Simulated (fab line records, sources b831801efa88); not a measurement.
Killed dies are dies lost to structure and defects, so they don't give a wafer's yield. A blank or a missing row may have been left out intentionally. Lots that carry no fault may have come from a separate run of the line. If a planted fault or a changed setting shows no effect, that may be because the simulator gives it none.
Which tool was responsible?	flow gf180mcu	11 lots, 33 wafers sampled, at 4 steps of a route of 602

== WHAT THE GAUGES READ, wafer by wafer ==
GF_V1_RS_MEAS_24: measurement is done with a four-point probe.
lot	measured	on	V1_W_RS (ohm/sq)
L814	day 18 03:14	film-metro-02	0.322 0.324 0.328
L816	day 19 09:22	film-metro-01	0.331 0.328 0.329
L818	day 19 16:44	film-metro-02	0.332 0.330 0.328
L820	day 20 13:33	film-metro-01	0.325 0.324 0.322
L823	day 21 12:16	film-metro-01	0.318 0.325 0.321
L824	day 22 01:26	film-metro-01	0.322 0.325 0.323
L825	day 22 05:40	film-metro-01	0.327 0.329 0.329
L832	day 24 14:08	film-metro-03	0.355 0.322 0.320
L833	day 25 02:06	film-metro-03	0.322 0.352 0.326
L835	day 25 12:01	film-metro-02	0.327 0.331 0.324
L837	day 25 23:20	film-metro-03	0.325 0.323 0.322

== WHAT TOOL EACH LOT RAN ON (gives the tool, then ch and the chambers of the sampled wafers, and finally the start) ==
lot	GF_V1_CVD_02	GF_V1_STRIP_18	GF_V1_CVD_23
L814	pecvd-04 ch 0,2, day 17 02:26	plasma-asher-03 ch 0,1, day 18 02:26	cvd-w-01 ch 0,1, day 18 03:07
L816	pecvd-04 ch 1,2, day 18 07:34	plasma-asher-02 ch 0,1, day 19 08:36	cvd-w-01 ch 0,1, day 19 09:14
L818	pecvd-02 ch 0,1, day 18 15:05	plasma-asher-01 ch 0,1, day 19 15:58	cvd-w-01 ch 1, day 19 16:38
L820	pecvd-02 ch 0,1,2, day 19 11:49	plasma-asher-02 ch 0,1, day 20 12:48	cvd-w-02 ch 0,1, day 20 13:26
L823	pecvd-03 ch 0,1,2, day 20 10:44	plasma-asher-01 ch 0,1, day 21 11:30	cvd-w-01 ch 0,1, day 21 12:08
L824	pecvd-03 ch 0,1,2, day 21 00:02	plasma-asher-02 ch 0,1, day 22 00:42	cvd-w-02 ch 0,1, day 22 01:20
L825	pecvd-02 ch 0,1,2, day 21 05:15	plasma-asher-01 ch 0,1, day 22 04:55	cvd-w-02 ch 0,1, day 22 05:32
L832	pecvd-03 ch 0,2, day 23 14:47	plasma-asher-03 ch 0,1, day 24 13:21	cvd-w-02 ch 0,1, day 24 14:02
L833	pecvd-02 ch 0,1, day 24 02:28	plasma-asher-03 ch 0,1, day 25 01:18	cvd-w-02 ch 0,1, day 25 01:58
L835	pecvd-03 ch 0,1, day 24 12:34	plasma-asher-02 ch 0,1, day 25 11:15	cvd-w-01 ch 0,1, day 25 11:55
L837	pecvd-03 ch 0,1, day 25 01:05	plasma-asher-03 ch 0,1, day 25 22:36	cvd-w-01 ch 0,1, day 25 23:14
- GF_V1_CVD_02: deposits SiO2 from TEOS, target thk 850 nm, time 94.851 s.
- GF_V1_STRIP_18: strips in O2/N2.
- GF_V1_CVD_23: deposits W, target thk 350 nm, time 105.05 s.

== THE ANSWER, worked out from the rows above alone ==
Rule: what is usual is taken from the lots themselves. The widest of any qualifying gaps counts: lots, ordered by their means at a reading, are off when they make up no more than a third of the lots, leave a main group of 4 or more, and stand apart from it by 3 or more times the standard deviation of that group's means. The tables above print the reading to a certain number of digits; a main group whose means all agree to those digits is not used. Also off: a lot with no number at a reading for which 4 or more lots have one. Any other lot the step has rows for is counted as sound.
Across all readings shown, no lot is off: no conclusion can be drawn from this.

== WHAT THE SIMULATOR HAD INSERTED ==
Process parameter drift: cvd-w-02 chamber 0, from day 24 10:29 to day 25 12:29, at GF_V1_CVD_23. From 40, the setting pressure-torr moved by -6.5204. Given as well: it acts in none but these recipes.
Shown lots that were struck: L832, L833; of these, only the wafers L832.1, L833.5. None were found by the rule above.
